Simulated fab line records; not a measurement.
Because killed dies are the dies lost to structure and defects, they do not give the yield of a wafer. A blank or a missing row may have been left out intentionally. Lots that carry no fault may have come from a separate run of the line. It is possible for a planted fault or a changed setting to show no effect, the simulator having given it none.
Commonality check across tools | flow gf180mcu | 42 wafers sampled across 14 lots

## REASON IT WAS OPENED
Flagged at GF_HV_LDD_CD_MEAS_31: reading cd_nm, on 2 of 14 lots. Fault-free wafers read 399.7 nm, with a standard deviation of 2.4.
Rule: a lot gets a flag if all its wafers with a number sit over 4 standard deviations from that mean, or if no wafer of it has a number. The rest of the lots are taken to be sound.

lot  | measured     | on        | cd_nm (nm), wafer by wafer | flag
L369 | day 11 08:48 | cd_sem-02 | 402.3 400.9 399.5          |
L370 | day 11 15:29 | cd_sem-02 | 396.1 396.0 395.7          |
L371 | day 11 23:50 | cd_sem-02 | 398.8 397.6 398.9          |
L373 | day 12 22:08 | cd_sem-01 | 403.3 401.4 403.8          |
L375 | day 13 16:40 | cd_sem-02 | 400.5 400.3 399.4          |
L376 | day 13 21:54 | cd_sem-02 | 398.2 397.7 394.6          |
L377 | day 14 12:38 | cd_sem-01 | 402.0 399.6 399.1          |
L378 | day 14 20:02 | cd_sem-02 | 403.4 405.2 404.6          |
L379 | day 15 00:04 | cd_sem-01 | 376.8 377.4 377.5          | FLAGGED
L381 | day 15 10:57 | cd_sem-01 | 402.7 401.7 401.0          |
L382 | day 15 18:29 | cd_sem-02 | 395.1 395.8 396.2          |
L383 | day 16 04:55 | cd_sem-02 | 378.8 377.8 380.5          | FLAGGED
L390 | day 18 15:53 | cd_sem-01 | 398.1 397.0 398.8          |
L391 | day 18 20:59 | cd_sem-02 | 404.2 402.1 405.5          |
The mean of the flagged lots' numbers is 378.1 nm, -21.6 nm from the usual (-9 standard deviations).

## LOT BY LOT: THE TOOL USED
The record keeps 1 process step preceding the reading, out of 602 steps on the route. In each cell: the tool, then ch and the chambers that the sampled wafers went through, then the start.
lot  | flag    | GF_HV_LDD_EXPOSE_28
L369 |         | iline_stepper-01 ch 0, day 11 00:09
L370 |         | iline_stepper-01 ch 0, day 11 06:41
L371 |         | iline_stepper-01 ch 0, day 11 14:54
L373 |         | iline_stepper-02 ch 0, day 12 12:56
L375 |         | iline_stepper-02 ch 0, day 13 07:08
L376 |         | iline_stepper-02 ch 0, day 13 12:08
L377 |         | iline_stepper-02 ch 0, day 14 02:05
L378 |         | iline_stepper-01 ch 0, day 14 09:58
L379 | FLAGGED | iline_stepper-02 ch 0, day 14 13:54
L381 |         | iline_stepper-01 ch 0, day 15 00:10
L382 |         | iline_stepper-01 ch 0, day 15 08:05
L383 | FLAGGED | iline_stepper-02 ch 0, day 15 18:15
L390 |         | iline_stepper-01 ch 0, day 18 03:58
L391 |         | iline_stepper-01 ch 0, day 18 09:22
What these steps do:
- GF_HV_LDD_EXPOSE_28: exposes mask Nplus HV AREA, target cd 400 nm.
- GF_HV_LDD_CD_MEAS_31: target cd 400 nm.

## FLAGGED AGAINST TOTAL, ONE TOOL AT A TIME (gauges that did the reading follow at the end)
step                 | tool             | lots run | flagged | share of the flagged lots | sound lots run after its first flagged lot
GF_HV_LDD_EXPOSE_28  | iline_stepper-01 | 8        | 0       | none                      | -
GF_HV_LDD_EXPOSE_28  | iline_stepper-02 | 6        | 2       | all                       | 0
GF_HV_LDD_CD_MEAS_31 | cd_sem-01        | 5        | 1       | some                      | 2 (L381,L390)
GF_HV_LDD_CD_MEAS_31 | cd_sem-02        | 9        | 1       | some                      | 1 (L391)

## WHAT THE TABLE ALLOWS
In the table, 1 row covers all flagged lots: iline_stepper-02 at GF_HV_LDD_EXPOSE_28.
- iline_stepper-02 at GF_HV_LDD_EXPOSE_28: 2 of its 6 lots flagged. Its last sound lot is L377 (day 14 02:05), its first flagged lot L379 (day 14 13:54): a fault that began between those two fits. Its own readings lie more than 4 standard deviations out on every wafer of the flagged lots: exposure_dose_mJ_cm2.
One tool is left: iline_stepper-02 at GF_HV_LDD_EXPOSE_28.

## WHAT WAS PUT IN BY THE SIMULATOR
Process parameters drifting: iline_stepper-02 at GF_HV_LDD_EXPOSE_28, beginning at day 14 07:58. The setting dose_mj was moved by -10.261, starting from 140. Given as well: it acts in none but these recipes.
Struck lots among those shown: L379, L383. The same result came from the rule above.
